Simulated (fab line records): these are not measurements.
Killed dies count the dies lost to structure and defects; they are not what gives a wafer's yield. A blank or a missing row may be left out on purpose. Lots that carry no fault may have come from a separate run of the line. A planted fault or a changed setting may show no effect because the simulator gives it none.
The tool behind it: which one?	flow sfq-line	13 lots with 39 wafers sampled at 2 steps, on a route of 325 steps

== WHAT THE GAUGES SHOWED, per wafer ==
No reading from a measuring or inspecting step in the record can be judged against a usual standard deviation.

== EACH LOT AND THE TOOL THAT RAN IT (in order: tool; ch and the chambers of the sampled wafers; start) ==
lot	SFQ_TRILAYER_JJ_CE_LITHO_PEB_117	SFQ_TRILAYER_JJ_CE_METRO_MEASURE_117
L490	litho-track-03 ch 0, day 49 06:05	cd-sem-02, day 49 06:36
L493	litho-track-03 ch 0, day 52 09:01	cd-sem-01, day 52 09:21
L494	litho-track-04 ch 0, day 52 17:26	cd-sem-02, day 52 17:57
L495	litho-track-04 ch 0, day 53 03:04	cd-sem-01, day 53 03:45
L496	litho-track-04 ch 0, day 53 11:25	cd-sem-02, day 53 11:45
L497	litho-track-04 ch 0, day 55 13:50	cd-sem-01, day 55 14:21
L499	litho-track-03 ch 0, day 55 17:25	cd-sem-01, day 55 17:45
L500	litho-track-01 ch 0, day 55 18:40	cd-sem-02, day 55 19:21
L504	litho-track-04 ch 0, day 56 04:13	cd-sem-01, day 56 04:33
L505	litho-track-03 ch 0, day 56 09:01	cd-sem-02, day 56 09:21
L508	litho-track-01 ch 0, day 56 16:14	cd-sem-01, day 56 16:45
L511	litho-track-03 ch 0, day 57 00:44	cd-sem-02, day 57 01:04
L512	litho-track-01 ch 0, day 57 03:11	cd-sem-01, day 57 03:52
- SFQ_TRILAYER_JJ_CE_LITHO_PEB_117: peb time 60 s.
- SFQ_TRILAYER_JJ_CE_METRO_MEASURE_117

== WHAT THE TOOLS THEMSELVES READ (means of the sampled wafers that have a number; where no wafer has one, the mark that the record gives instead) ==
SFQ_TRILAYER_JJ_CE_METRO_MEASURE_117. Usual: cd-nm reads 699.6 nm (standard deviation 1.2).
lot	tool	cd-nm (nm)	flag
L490	cd-sem-02	699.5	
L493	cd-sem-01	699.6	
L494	cd-sem-02	698.3	
L495	cd-sem-01	701.6	
L496	cd-sem-02	697.5	
L497	cd-sem-01	700.6	
L499	cd-sem-01	700.4	
L500	cd-sem-02	698.5	
L504	cd-sem-01	688.6	OFF
L505	cd-sem-02	699.2	
L508	cd-sem-01	699.2	
L511	cd-sem-02	698.9	
L512	cd-sem-01	701.1	

== THE ANSWER, worked out from the rows above alone ==
Rule: a lot counts as off when the mean over its wafers that have a number is more than 3 standard deviations away from the usual mean. Also off: a lot with no number at a reading for which 4 or more lots have one. All remaining lots with rows at the step are treated as sound. Order of review: gauges by route order, followed by the tools' own readings, for which a lot's mean as printed above is used. At the first step where some lot is off, the reading lying furthest off is the one used; lots without a number count as furthest.
Off: L504 (SFQ_TRILAYER_JJ_CE_METRO_MEASURE_117, cd-nm).
A tool fits if, at that step or a process step before it, it ran every lot that is off, and no sound lot after the first of them. One candidate fits, namely litho-track-04 at SFQ_TRILAYER_JJ_CE_LITHO_PEB_117. Its last sound lot is L497 (day 55 13:50), its first lot that is off L504 (day 56 04:13): a fault that began between those two fits.

== WHAT HAD BEEN PUT IN BY THE SIMULATOR ==
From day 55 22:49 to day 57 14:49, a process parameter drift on litho-track-04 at SFQ_TRILAYER_JJ_CE_LITHO_PEB_117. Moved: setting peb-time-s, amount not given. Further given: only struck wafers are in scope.
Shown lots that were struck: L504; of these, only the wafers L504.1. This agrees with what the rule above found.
